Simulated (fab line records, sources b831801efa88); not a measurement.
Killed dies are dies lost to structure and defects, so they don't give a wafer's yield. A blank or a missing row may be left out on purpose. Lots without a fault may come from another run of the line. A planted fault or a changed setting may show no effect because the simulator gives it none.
Which tool did it? | flow gf180mcu | 13 lots, 39 wafers sampled, at 4 steps of a route of 602

WHAT THE GAUGES READ, wafer by wafer
GF_PASSIVATION_THK_MEAS_03. Usual: PASSIVATION_CVD_02_THK 697 nm, standard deviation 8.9.
lot  | measured     | on            | PASSIVATION_CVD_02_THK (nm) | flag
L303 | day 28 02:21 | film_metro-03 | 685 701 700                 |
L304 | day 28 09:50 | film_metro-01 | 700 714 718                 |
L311 | day 30 14:29 | film_metro-01 | 675 696 684                 |
L314 | day 31 12:54 | film_metro-03 | 703 693 702                 |
L316 | day 32 01:40 | film_metro-03 | 679 697 698                 |
L317 | day 32 05:58 | film_metro-03 | 704 710 698                 |
L320 | day 32 23:14 | film_metro-03 | 692 708 705                 |
L321 | day 33 04:37 | film_metro-03 | 689 691 693                 |
L322 | day 33 07:26 | film_metro-01 | 689 690 700                 |
L323 | day 33 15:22 | film_metro-01 | 684 690 687                 |
L324 | day 33 17:59 | film_metro-01 | 698 701 715                 |
L325 | day 34 00:45 | film_metro-01 | 688 691 697                 |
L326 | day 34 05:47 | film_metro-03 | 702 690 686                 |

GF_PASSIVATION_BOW_MEAS_14. Usual: PASSIVATION_BOW 137 um, standard deviation 9.6.
lot  | measured     | on            | PASSIVATION_BOW (um) | flag
L303 | day 28 23:55 | film_metro-03 | 151 145 144          |
L304 | day 29 06:37 | film_metro-01 | 132 151 149          |
L311 | day 31 09:32 | film_metro-02 | 142 150 151          |
L314 | day 32 07:33 | film_metro-02 | 136 131 134          |
L316 | day 32 19:50 | film_metro-02 | 146 136 133          |
L317 | day 33 00:09 | film_metro-03 | 118 140 123          |
L320 | day 33 16:38 | film_metro-03 | 135 136 136          |
L321 | day 33 22:08 | film_metro-03 | 127 129 122          |
L322 | day 34 00:41 | film_metro-02 | 119 135 122          |
L323 | day 34 08:08 | film_metro-03 | 151 155 146          |
L324 | day 34 10:46 | film_metro-01 | 134 122 122          |
L325 | day 34 17:04 | film_metro-01 | 138 148 146          |
L326 | day 34 21:47 | film_metro-01 | 157 146 138          |

WHICH TOOL RAN EACH LOT (tool, then ch and the chambers of the sampled wafers, then the start)
lot  | GF_DUAL_GATE_EXPOSE_08              | GF_TOP_METAL_SPUTTER_03
L303 | iline_stepper-01 ch 0, day 8 00:15  | pvd_sputter-03, day 27 05:05
L304 | iline_stepper-01 ch 0, day 8 08:05  | pvd_sputter-04, day 27 13:17
L311 | iline_stepper-01 ch 0, day 10 06:25 | pvd_sputter-03, day 29 18:26
L314 | iline_stepper-02 ch 0, day 11 05:56 | pvd_sputter-04, day 30 17:52
L316 | iline_stepper-02 ch 0, day 11 17:16 | pvd_sputter-04, day 31 06:22
L317 | iline_stepper-02 ch 0, day 11 22:43 | pvd_sputter-02, day 31 11:30
L320 | iline_stepper-02 ch 0, day 12 19:14 | pvd_sputter-03, day 32 05:05
L321 | iline_stepper-02 ch 0, day 13 02:02 | pvd_sputter-03, day 32 11:22
L322 | iline_stepper-02 ch 0, day 13 08:55 | pvd_sputter-04, day 32 14:29
L323 | iline_stepper-02 ch 0, day 13 18:58 | pvd_sputter-02, day 32 22:22
L324 | iline_stepper-02 ch 0, day 13 20:08 | pvd_sputter-04, day 33 00:56
L325 | iline_stepper-02 ch 0, day 14 06:04 | pvd_sputter-04, day 33 08:08
L326 | iline_stepper-02 ch 0, day 14 10:29 | pvd_sputter-02, day 33 12:44
- GF_DUAL_GATE_EXPOSE_08: exposes mask Dualgate, target cd 700 nm.
- GF_TOP_METAL_SPUTTER_03: material Ti, target thk 5 nm, time 3.3 s.

WHAT THE TOOLS THEMSELVES READ (means of the sampled wafers that have a number; where no wafer has one, the mark that the record gives instead)
GF_TOP_METAL_SPUTTER_03. Usual: throttle_valve_pct 29.8 %, standard deviation 1.1.
lot  | tool           | throttle_valve_pct (%) | flag
L303 | pvd_sputter-03 | 29.6                   |
L304 | pvd_sputter-04 | 30.2                   |
L311 | pvd_sputter-03 | 30.1                   |
L314 | pvd_sputter-04 | 30.0                   |
L316 | pvd_sputter-04 | 28.0                   |
L317 | pvd_sputter-02 | 30.3                   |
L320 | pvd_sputter-03 | 30.2                   |
L321 | pvd_sputter-03 | 29.3                   |
L322 | pvd_sputter-04 | 30.1                   |
L323 | pvd_sputter-02 | 30.2                   |
L324 | pvd_sputter-04 | 29.2                   |
L325 | pvd_sputter-04 | 29.1                   |
L326 | pvd_sputter-02 | 30.1                   |

THE ANSWER, worked out from the rows above alone
Rule: a lot is off if the mean of its wafers that have a number lies more than 3 standard deviations from the usual mean. A lot without any number at a reading at which 4 lots or more have one is off too. The other lots that the step has rows for count as sound. The gauges are gone through in route order, then the tools' own readings, and for those a lot's mean is taken as printed above. The first step at which some lot is off is used, and at that step the reading that is off furthest; a lot without a number counts as furthest.
No lot is off at any reading shown: from this, nothing can be told.

WHAT THE SIMULATOR HAD PUT IN
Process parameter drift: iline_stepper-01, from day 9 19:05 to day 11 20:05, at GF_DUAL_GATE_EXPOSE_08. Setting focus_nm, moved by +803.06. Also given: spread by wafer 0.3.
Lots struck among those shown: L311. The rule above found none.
